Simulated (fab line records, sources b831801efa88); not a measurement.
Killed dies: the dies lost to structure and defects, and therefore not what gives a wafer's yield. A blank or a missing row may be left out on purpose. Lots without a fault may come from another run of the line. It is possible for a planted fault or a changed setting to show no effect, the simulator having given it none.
Problem report in the 8D (eight disciplines) form, filled by code -- flow sfqLine -- the parts of the form that need people (team, actions taken, sign-off) are left out

## 1. WHAT IS WRONG
Wafers without a fault read 199.2 nm, standard deviation 1; thkNm at SFQ_TRILAYER_I0_METRO_MEASURE_029 reads a mean of 214.3 nm on 3 wafers belonging to 2 lots. That puts it +15 standard deviations away from the usual mean.
The first sign was on wafer L895.3 at day 17 15:17, on filmMetro-02. Wafers with a number at this step in the record: 42, from 14 lots. Rule for "out", or "out of limits": more than 4 standard deviations from the usual mean. Any other wafer with a number is counted as sound.

## 2. WHAT THIS IS AND IS NOT
question,is,is not
which readings at this step,thkNm,-
which lots,"L895, L896","L881, L882, L883, L885, L886, L888, L889, L890, L891, L898, L903, L904"
which wafers of those lots,"L895.3, L896.1, L896.3","L895.2, L895.5, L896.5"
read on which tools,"filmMetro-02, filmMetro-04",filmMetro-01
when,from day 17 15:17,"up to then (29 sound wafers); but 10 sound wafers of L896, L898, L903, L904 came after"

## 3. THE SUSPECTS, EACH WITH WHAT RULES IT OUT
Counting: any tool at a process step up to the reading remains a suspect provided it ran every lot that is out. Sound lots after the first of them don't rule it out here, since some wafers of a struck lot are sound.
- cmp-02 at SFQ_TRILAYER_I0_CMP_CMP_028 (polishes SiO2): kept. It processed each lot that is out (first: L895, day 17 11:58); up to then, its last sound lot is L890 (day 15 15:17).
After counting, what remains is cmp-02 at SFQ_TRILAYER_I0_CMP_CMP_028.

## 4. THE CAUSE (what the simulator had put in)
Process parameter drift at SFQ_TRILAYER_I0_CMP_CMP_028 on cmp-02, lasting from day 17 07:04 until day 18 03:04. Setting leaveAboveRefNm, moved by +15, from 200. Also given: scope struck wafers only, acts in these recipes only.
Counting left only this tool.

## 5. SEQUENCE OF EFFECTS, ordered by route
One row per reading whose mean, taken over the struck wafers that have a number, lies over 3 standard deviations from the usual. Readings are gone through only where the record gives a usual standard deviation; hours: the median, over the lots, of the time from a lot's start at the first step in this table giving one to that lot's start at this step; sigmas: the change measured in usual standard deviations.
hours,step,reading,usual,on struck wafers,change,sigmas
0,SFQ_TRILAYER_I0_METRO_MEASURE_029,thkNm,199.2 nm,214.3,+15.1,+15
4,SFQ_TRILAYER_I0_VIA_ETCH_VIA_ETCH_034,oesProductAu,0.853 a.u.,0.886,+0.033,+6.7
Process steps it contains:
- SFQ_TRILAYER_I0_METRO_MEASURE_029
- SFQ_TRILAYER_I0_VIA_ETCH_VIA_ETCH_034: etches SiO2 in CHF3, stops on Nb, target depth 260 nm.

## 6. WHAT WOULD HAVE CAUGHT IT SOONER
First out-of-limits reading in this record: day 17 15:17, which is 8 hours after fault onset at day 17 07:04.
No tool reading at SFQ_TRILAYER_I0_CMP_CMP_028 that has a usual standard deviation in the record was out on any struck wafer, so an alarm limit of 4 standard deviations on those readings would not have fired.
Lots out: 2; of these, L896 started SFQ_TRILAYER_I0_CMP_CMP_028 on cmp-02 after day 17 15:17. A tool hold placed at that time would have kept it from harm.
